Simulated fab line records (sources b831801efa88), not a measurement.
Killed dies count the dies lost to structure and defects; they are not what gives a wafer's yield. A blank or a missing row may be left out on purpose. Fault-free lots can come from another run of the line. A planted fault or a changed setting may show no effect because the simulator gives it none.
Which tool was responsible?	flow gf180mcu	14 lots, 42 wafers sampled, at 4 steps of a route of 602

## WHAT THE GAUGES READ, wafer by wafer
GF_STI_THK_MEAS_02.
lot	measured	on	STI_OXIDATION_THK (nm)
L219	day 1 14:34	film-metro-02	10.10 10.06 9.92
L221	day 1 21:31	film-metro-04	9.82 9.78 9.94
L222	day 2 02:31	film-metro-03	9.85 9.96 9.89
L223	day 2 09:04	film-metro-03	10.05 10.11 10.22
L226	day 2 23:02	film-metro-03	10.06 10.11 10.27
L227	day 3 03:31	film-metro-03	9.90 9.64 9.94
L230	day 3 20:41	film-metro-04	10.25 10.28 10.29
L233	day 4 09:31	film-metro-04	9.88 9.82 9.89
L234	day 4 14:54	film-metro-02	10.40 10.32 10.48
L235	day 4 19:31	film-metro-02	10.31 10.25 10.36
L237	day 5 05:31	film-metro-02	10.02 10.19 10.15
L238	day 5 10:31	film-metro-03	10.36 10.23 10.37
L241	day 6 01:32	film-metro-04	10.29 10.12 10.14
L242	day 6 07:07	film-metro-02	10.37 10.23 10.32

GF_HV_LDD_CD_MEAS_07: the cd target is 400 nm.
lot	measured	on	cd-nm (nm)
L219	day 10 02:00	cd-sem-02	402.4 400.5 402.7
L221	day 10 19:06	cd-sem-02	400.0 397.4 397.5
L222	day 10 21:25	cd-sem-01	400.1 401.5 400.1
L223	day 11 07:09	cd-sem-01	401.7 401.6 403.0
L226	day 12 06:36	cd-sem-02	399.6 398.6 399.5
L227	day 12 13:54	cd-sem-02	401.6 398.9 399.3
L230	day 13 15:39	cd-sem-02	402.6 401.1 400.7
L233	day 14 07:20	cd-sem-01	397.9 396.3 395.4
L234	day 14 14:17	cd-sem-01	398.7 398.2 397.2
L235	day 14 21:28	cd-sem-02	400.1 398.6 399.7
L237	day 15 11:52	cd-sem-01	398.5 399.2 403.9
L238	day 15 19:52	cd-sem-01	403.0 403.8 405.4
L241	day 16 19:38	cd-sem-02	399.0 400.1 399.5
L242	day 17 03:13	cd-sem-01	399.9 399.5 401.0

GF_SALICIDE_RS_MEAS_04: measures by four-point-probe.
lot	measured	on	SALICIDE_TIN_RS (ohm/sq)
L219	day 15 06:10	film-metro-03	16.6 16.9 16.7
L221	day 16 01:12	film-metro-03	16.5 16.6 16.5
L222	day 16 04:34	film-metro-01	16.2 16.7 16.6
L223	day 16 14:51	film-metro-01	16.4 15.8 16.1
L226	day 17 21:11	film-metro-03	16.0 15.9 16.2
L227	day 18 04:54	film-metro-01	16.0 16.1 16.6
L230	day 19 11:17	film-metro-03	15.8 15.8 15.9
L233	day 20 06:10	film-metro-01	16.2 16.6 16.4
L234	day 20 15:37	film-metro-01	16.3 16.6 16.0
L235	day 20 23:36	film-metro-03	16.1 16.2 16.0
L237	day 21 15:28	film-metro-01	16.0 16.2 16.1
L238	day 21 22:00	film-metro-01	15.9 15.8 16.0
L241	day 23 00:35	film-metro-02	16.4 16.2 16.4
L242	day 23 07:48	film-metro-03	15.9 15.8 16.2

## TOOL THAT RAN EACH LOT (tool first, then ch and the chambers of the sampled wafers, then the start)
lot	GF_DNWELL_IMPLANT_07
L219	implanter-02 ch 0, day 2 21:10
L221	implanter-03 ch 0, day 3 09:57
L222	implanter-01 ch 0, day 3 10:18
L223	implanter-02 ch 0, day 3 18:43
L226	implanter-02 ch 0, day 4 10:33
L227	implanter-01 ch 0, day 4 15:46
L230	implanter-02 ch 0, day 5 06:19
L233	implanter-03 ch 0, day 5 20:02
L234	implanter-01 ch 0, day 6 01:38
L235	implanter-03 ch 0, day 6 07:30
L237	implanter-01 ch 0, day 6 17:56
L238	implanter-01 ch 0, day 6 23:54
L241	implanter-01 ch 0, day 7 17:46
L242	implanter-01 ch 0, day 7 21:27
- GF_DNWELL_IMPLANT_07

## WHAT THE TOOLS THEMSELVES READ (means of the sampled wafers that have a number; where no wafer has one, the mark that the record gives instead)
GF_DNWELL_IMPLANT_07.
lot	tool	dose-ions-cm2	faraday-current-uA
L219	implanter-02	9.997e+12	57.3
L221	implanter-03	1.000e+13	55.9
L222	implanter-01	9.986e+12	56.2
L223	implanter-02	9.989e+12	56.1
L226	implanter-02	9.301e+12	52.7
L227	implanter-01	1.001e+13	55.6
L230	implanter-02	9.287e+12	52.0
L233	implanter-03	9.994e+12	56.3
L234	implanter-01	1.000e+13	56.0
L235	implanter-03	1.002e+13	56.0
L237	implanter-01	1.000e+13	57.1
L238	implanter-01	9.989e+12	56.0
L241	implanter-01	9.996e+12	55.5
L242	implanter-01	9.990e+12	56.2

## THE ANSWER, worked out from the rows above alone
Rule: the usual values come from the lots themselves. The widest of any qualifying gaps counts: lots, ordered by their means at a reading, are off when they make up no more than a third of the lots, leave a main group of 4 or more, and stand apart from it by 3 or more times the standard deviation of that group's means. Not used: any main group whose means are identical at the precision the tables above print for the reading. A lot without any number at a reading at which 4 lots or more have one is off too. The other lots that the step has rows for count as sound. After the gauges, taken in route order, come the tools' own readings; for these a lot's mean is taken, as printed above. The first step at which some lot is off is used, and at that step the reading that is off furthest; a lot without a number counts as furthest.
Off: L226, L230, at GF_DNWELL_IMPLANT_07 (dose-ions-cm2). The main group has a mean of 9.998e+12 with a standard deviation of 9.3e+09.
A tool fits if, at that step or a process step before it, it ran every lot that is off, and no sound lot after the first of them. One candidate fits, namely implanter-02 at GF_DNWELL_IMPLANT_07. Its last sound lot is L223 (day 3 18:43), its first lot that is off L226 (day 4 10:33): a fault that began between those two fits.
The tool's own readings at GF_DNWELL_IMPLANT_07 bear it out: on the lots that are off they differ by more than 5 times the standard deviation of the sound lots' means. dose-ions-cm2 reads 9.294e+12 there against 9.998e+12 on the sound lots; faraday-current-uA reads 52.4 there against 56.2 on the sound lots.

## WHAT HAD BEEN PUT IN BY THE SIMULATOR
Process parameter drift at GF_DNWELL_IMPLANT_07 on implanter-02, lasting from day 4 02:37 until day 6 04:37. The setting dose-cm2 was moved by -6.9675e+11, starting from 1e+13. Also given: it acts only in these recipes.
Shown lots that were struck: L226, L230. The rule above found the same.
